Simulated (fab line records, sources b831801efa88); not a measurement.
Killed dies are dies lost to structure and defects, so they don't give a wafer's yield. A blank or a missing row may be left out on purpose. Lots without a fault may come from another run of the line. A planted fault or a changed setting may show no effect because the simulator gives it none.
Chamber matching | flow sky130 | SKY_FIELD_ISO_CMP_27 on cmp-02: 4 sister chambers
The step polishes, stops on Si3N4, t overpolish 16 s, target thk 457.8 nm. 18 wafers are shown with their chamber, then 9 later ones without.

WAFERS WITH THEIR CHAMBER
wafer  | chamber | motor_current_A (A)
L736.2 | 2       | 12.3
L736.3 | 0       | 10.6
L736.5 | 3       | 16.0
L737.2 | 2       | 12.8
L737.4 | 3       | 15.7
L737.5 | 3       | 15.8
L739.1 | 0       | 11.4
L739.2 | 3       | 15.6
L739.3 | 2       | 12.7
L741.3 | 2       | 11.9
L741.5 | 3       | 15.8
L741.6 | 2       | 12.7
L742.2 | 1       | 9.4
L742.5 | 1       | 9.3
L742.6 | 2       | 12.4
L743.2 | 3       | 15.2
L743.4 | 2       | 12.2
L743.6 | 0       | 10.9

SIGNATURES (means of the wafers above)
reading         | chamber 0 | chamber 1 | chamber 2 | chamber 3 | scatter within a chamber
motor_current_A | 10.967    | 9.350     | 12.429    | 15.683    | 0.309
Rule: a wafer's distance from a chamber is the root of the sum, over the readings, of the square of ((its reading less the chamber's mean) divided by the reading's scatter). The wafer belongs to the nearest chamber; if the next one is less than 2 further off, it can't be placed. The scatter: the root of (the sum of the squares of (reading less its chamber's mean) over the shown wafers, divided by (wafers less chambers)).

WAFERS WITHOUT THEIR CHAMBER
wafer  | motor_current_A (A)
L744.1 | 12.5
L744.2 | 10.6
L744.3 | 15.4
L745.1 | 15.6
L745.4 | 12.5
L745.5 | 16.0
L755.1 | 10.4
L755.4 | 16.0
L755.5 | 11.0

WHICH CHAMBER EACH WENT THROUGH
wafer  | from the rows above     | in truth
L744.1 | 2                       | 2
L744.2 | 0                       | 0
L744.3 | 3                       | 3
L745.1 | 3                       | 3
L745.4 | 2                       | 2
L745.5 | 3                       | 3
L755.1 | can't be placed: 0 or 1 | 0
L755.4 | 3                       | 3
L755.5 | 0                       | 0
Placed correctly: 8 of 9. Can't be placed from these rows: 1 (the true chamber is among the candidates in 1). Placed wrongly: 0.
